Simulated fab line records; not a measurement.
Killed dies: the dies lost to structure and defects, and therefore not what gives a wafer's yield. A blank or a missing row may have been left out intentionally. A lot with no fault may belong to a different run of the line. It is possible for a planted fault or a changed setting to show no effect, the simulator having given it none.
Tool commonality check / flow sky130 / Sampled: 11 lots, 42 wafers

WHY IT WAS OPENED
At SKY_RES_PROTECT_TW_MEAS_08 the reading POLY_GATE_TW is flagged on 3 of 11 lots. Wafers without a fault read 3999, standard deviation 29.
Rule: flag the lot when none of its wafers has a number, or when each of its wafers that has one lies beyond 4 standard deviations from that mean. As for the other lots, they are considered sound.

lot=L158; measured=day 15 06:34; on=film metro-04; POLY_GATE_TW, wafer by wafer=3985 3980 3989; flag=
lot=L160; measured=day 16 00:30; on=film metro-03; POLY_GATE_TW, wafer by wafer=4006 4003 3998; flag=
lot=L161; measured=day 16 12:30; on=film metro-02; POLY_GATE_TW, wafer by wafer=4132 4161 4160 4147 4139 4166; flag=FLAGGED
lot=L162; measured=day 17 00:32; on=film metro-04; POLY_GATE_TW, wafer by wafer=3970 3971 3965; flag=
lot=L165; measured=day 18 00:02; on=film metro-02; POLY_GATE_TW, wafer by wafer=4141 4155 4159 4138 4159 4120; flag=FLAGGED
lot=L166; measured=day 19 03:17; on=film metro-02; POLY_GATE_TW, wafer by wafer=4167 4153 4149 4160 4175 4174; flag=FLAGGED
lot=L169; measured=day 20 03:59; on=film metro-02; POLY_GATE_TW, wafer by wafer=4025 4029 4030; flag=
lot=L171; measured=day 20 05:35; on=film metro-03; POLY_GATE_TW, wafer by wafer=3977 4007 4006; flag=
lot=L174; measured=day 21 17:12; on=film metro-02; POLY_GATE_TW, wafer by wafer=4040 4039 4029; flag=
lot=L177; measured=day 22 12:37; on=film metro-03; POLY_GATE_TW, wafer by wafer=4007 4017 3998; flag=
lot=L178; measured=day 22 20:23; on=film metro-03; POLY_GATE_TW, wafer by wafer=3995 4011 3984; flag=
The numbers of the flagged lots are 4153 on average: +154 against the usual, or +5 standard deviations.

EACH LOT AND THE TOOL IT RAN ON
3 process steps preceding the reading are held in the record, out of 708 steps in the route. Cell contents, in order: the tool; ch with the chambers the sampled wafers went through; the start.
lot=L158; flag=; SKY_VT_ADJUST_PCH_STRIP_09=plasma asher-03 ch 1, day 10 14:07; SKY_POLY_GATE_IMPLANT_02=implanter-01 ch 0, day 15 06:19; SKY_RES_PROTECT_STRIP_07=plasma asher-03 ch 1, day 15 06:28
lot=L160; flag=; SKY_VT_ADJUST_PCH_STRIP_09=plasma asher-04 ch 0,1, day 11 06:45; SKY_POLY_GATE_IMPLANT_02=implanter-01 ch 0, day 16 00:18; SKY_RES_PROTECT_STRIP_07=plasma asher-04 ch 0,1, day 16 00:24
lot=L161; flag=FLAGGED; SKY_VT_ADJUST_PCH_STRIP_09=plasma asher-02 ch 0,1, day 11 14:50; SKY_POLY_GATE_IMPLANT_02=implanter-02 ch 0, day 16 11:51; SKY_RES_PROTECT_STRIP_07=plasma asher-01 ch 0,1, day 16 12:24
lot=L162; flag=; SKY_VT_ADJUST_PCH_STRIP_09=plasma asher-04 ch 0,1, day 12 00:55; SKY_POLY_GATE_IMPLANT_02=implanter-03 ch 0, day 17 00:17; SKY_RES_PROTECT_STRIP_07=plasma asher-01 ch 0,1, day 17 00:26
lot=L165; flag=FLAGGED; SKY_VT_ADJUST_PCH_STRIP_09=plasma asher-03 ch 0,1, day 12 20:40; SKY_POLY_GATE_IMPLANT_02=implanter-03 ch 0, day 17 23:28; SKY_RES_PROTECT_STRIP_07=plasma asher-03 ch 0,1, day 17 23:56
lot=L166; flag=FLAGGED; SKY_VT_ADJUST_PCH_STRIP_09=plasma asher-02 ch 0,1, day 13 22:55; SKY_POLY_GATE_IMPLANT_02=implanter-03 ch 0, day 19 02:43; SKY_RES_PROTECT_STRIP_07=plasma asher-04 ch 0,1, day 19 03:11
lot=L169; flag=; SKY_VT_ADJUST_PCH_STRIP_09=plasma asher-02 ch 0,1, day 14 15:46; SKY_POLY_GATE_IMPLANT_02=implanter-02 ch 0, day 20 03:45; SKY_RES_PROTECT_STRIP_07=plasma asher-04 ch 0,1, day 20 03:53
lot=L171; flag=; SKY_VT_ADJUST_PCH_STRIP_09=plasma asher-03 ch 0,1, day 14 22:25; SKY_POLY_GATE_IMPLANT_02=implanter-02 ch 0, day 20 05:20; SKY_RES_PROTECT_STRIP_07=plasma asher-03 ch 0,1, day 20 05:28
lot=L174; flag=; SKY_VT_ADJUST_PCH_STRIP_09=plasma asher-02 ch 0,1, day 16 02:45; SKY_POLY_GATE_IMPLANT_02=implanter-03 ch 0, day 21 16:59; SKY_RES_PROTECT_STRIP_07=plasma asher-03 ch 0,1, day 21 17:07
lot=L177; flag=; SKY_VT_ADJUST_PCH_STRIP_09=plasma asher-03 ch 0,1, day 17 01:34; SKY_POLY_GATE_IMPLANT_02=implanter-03 ch 0, day 22 12:22; SKY_RES_PROTECT_STRIP_07=plasma asher-04 ch 0,1, day 22 12:31
lot=L178; flag=; SKY_VT_ADJUST_PCH_STRIP_09=plasma asher-03 ch 0,1, day 17 08:25; SKY_POLY_GATE_IMPLANT_02=implanter-01 ch 0, day 22 20:09; SKY_RES_PROTECT_STRIP_07=plasma asher-03 ch 0,1, day 22 20:16
What these steps do:
- SKY_VT_ADJUST_PCH_STRIP_09: strips in O2/N2.
- SKY_POLY_GATE_IMPLANT_02
- SKY_RES_PROTECT_STRIP_07: strips in O2/N2.
- SKY_RES_PROTECT_TW_MEAS_08

FLAGGED OVER TOTAL, TOOL BY TOOL (the gauges that took the reading come last)
step=SKY_VT_ADJUST_PCH_STRIP_09; tool=plasma asher-02; lots run=4; flagged=2; share of the flagged lots=some; sound lots run after its first flagged lot=2 (L169,L174)
step=SKY_VT_ADJUST_PCH_STRIP_09; tool=plasma asher-03; lots run=5; flagged=1; share of the flagged lots=some; sound lots run after its first flagged lot=3 (L171,L177,L178)
step=SKY_VT_ADJUST_PCH_STRIP_09; tool=plasma asher-04; lots run=2; flagged=0; share of the flagged lots=none; sound lots run after its first flagged lot=-
step=SKY_POLY_GATE_IMPLANT_02; tool=implanter-01; lots run=3; flagged=0; share of the flagged lots=none; sound lots run after its first flagged lot=-
step=SKY_POLY_GATE_IMPLANT_02; tool=implanter-02; lots run=3; flagged=1; share of the flagged lots=some; sound lots run after its first flagged lot=2 (L169,L171)
step=SKY_POLY_GATE_IMPLANT_02; tool=implanter-03; lots run=5; flagged=2; share of the flagged lots=some; sound lots run after its first flagged lot=2 (L174,L177)
step=SKY_RES_PROTECT_STRIP_07; tool=plasma asher-01; lots run=2; flagged=1; share of the flagged lots=some; sound lots run after its first flagged lot=1 (L162)
step=SKY_RES_PROTECT_STRIP_07; tool=plasma asher-03; lots run=5; flagged=1; share of the flagged lots=some; sound lots run after its first flagged lot=3 (L171,L174,L178)
step=SKY_RES_PROTECT_STRIP_07; tool=plasma asher-04; lots run=4; flagged=1; share of the flagged lots=some; sound lots run after its first flagged lot=2 (L169,L177)
step=SKY_RES_PROTECT_TW_MEAS_08; tool=film metro-02; lots run=5; flagged=3; share of the flagged lots=all; sound lots run after its first flagged lot=2 (L169,L174)
step=SKY_RES_PROTECT_TW_MEAS_08; tool=film metro-03; lots run=4; flagged=0; share of the flagged lots=none; sound lots run after its first flagged lot=-
step=SKY_RES_PROTECT_TW_MEAS_08; tool=film metro-04; lots run=2; flagged=0; share of the flagged lots=none; sound lots run after its first flagged lot=-

WHAT IS ALLOWED BY THE TABLE
1 row of the table ran every flagged lot: film metro-02 at SKY_RES_PROTECT_TW_MEAS_08.
- film metro-02 at SKY_RES_PROTECT_TW_MEAS_08: 3 of its 5 lots flagged. Lots that were sound ran on it after the first flagged one (L169, L174); a persistent fault on the entire tool would not allow that.
No row of the table ran every flagged lot and no sound lot after the first.

WHAT THE SIMULATOR HAD INSERTED
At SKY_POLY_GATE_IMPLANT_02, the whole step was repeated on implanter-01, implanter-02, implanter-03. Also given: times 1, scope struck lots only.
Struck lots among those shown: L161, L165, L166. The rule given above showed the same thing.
